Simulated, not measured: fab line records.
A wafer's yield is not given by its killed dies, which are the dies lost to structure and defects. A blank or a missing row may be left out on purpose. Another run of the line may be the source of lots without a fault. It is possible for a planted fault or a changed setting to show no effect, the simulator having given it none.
Which tool did it?    flow gf180mcu    12 lots, 34 wafers sampled, at 1 step of a route of 602

== WHAT EACH GAUGE READ, for each wafer ==
GF_V2_THK_MEAS_25: measures by xrf. Usual: for V2_W_THK the level is 346 nm and the standard deviation is 7.3.
lot   measured      on            V2_W_THK (nm)  flag
L148  day 20 09:16  filmMetro-01  351 341 348    
L149  day 20 22:12  filmMetro-01  351 348 341    
L150  day 21 10:44  filmMetro-01  346 341 345    
L151  day 21 21:15  filmMetro-03  350 367 363    
L152  day 22 03:40  filmMetro-01  344 347 333    
L153  day 22 17:06  filmMetro-03  353 352 345    
L154  day 23 13:48  filmMetro-03  343 351 342    
L156  day 23 16:13  filmMetro-03  348 358 360    
L158  day 24 16:05  filmMetro-04  338 350        
L159  day 24 18:30  filmMetro-01  349 346        
L170  day 28 00:24  filmMetro-03  363 348 353    
L171  day 28 03:38  filmMetro-01  338 349 338    

== WHAT TOOL EACH LOT RAN ON (gives the tool, then ch and the chambers of the sampled wafers, and finally the start) ==
Before these readings, the record contains no process step.

== AS READ BY THE TOOLS THEMSELVES (means over the sampled wafers that have a number; for cases with no such wafer, the mark the record gives instead) ==
The record holds no such reading with a usual standard deviation.

== THE ANSWER, worked out from the rows above alone ==
Rule: a lot counts as off when the mean over its wafers that have a number is more than 3 standard deviations away from the usual mean. Also off: a lot with no number at a reading for which 4 or more lots have one. All remaining lots with rows at the step are treated as sound. First the gauges in route order, then the tools' own readings, where a lot's mean is used as printed above. The first step at which some lot is off is used, and at that step the reading that is off furthest; a lot without a number counts as furthest.
None of the lots is off at any reading shown; this tells nothing.

== WHAT THE SIMULATOR PUT IN ==
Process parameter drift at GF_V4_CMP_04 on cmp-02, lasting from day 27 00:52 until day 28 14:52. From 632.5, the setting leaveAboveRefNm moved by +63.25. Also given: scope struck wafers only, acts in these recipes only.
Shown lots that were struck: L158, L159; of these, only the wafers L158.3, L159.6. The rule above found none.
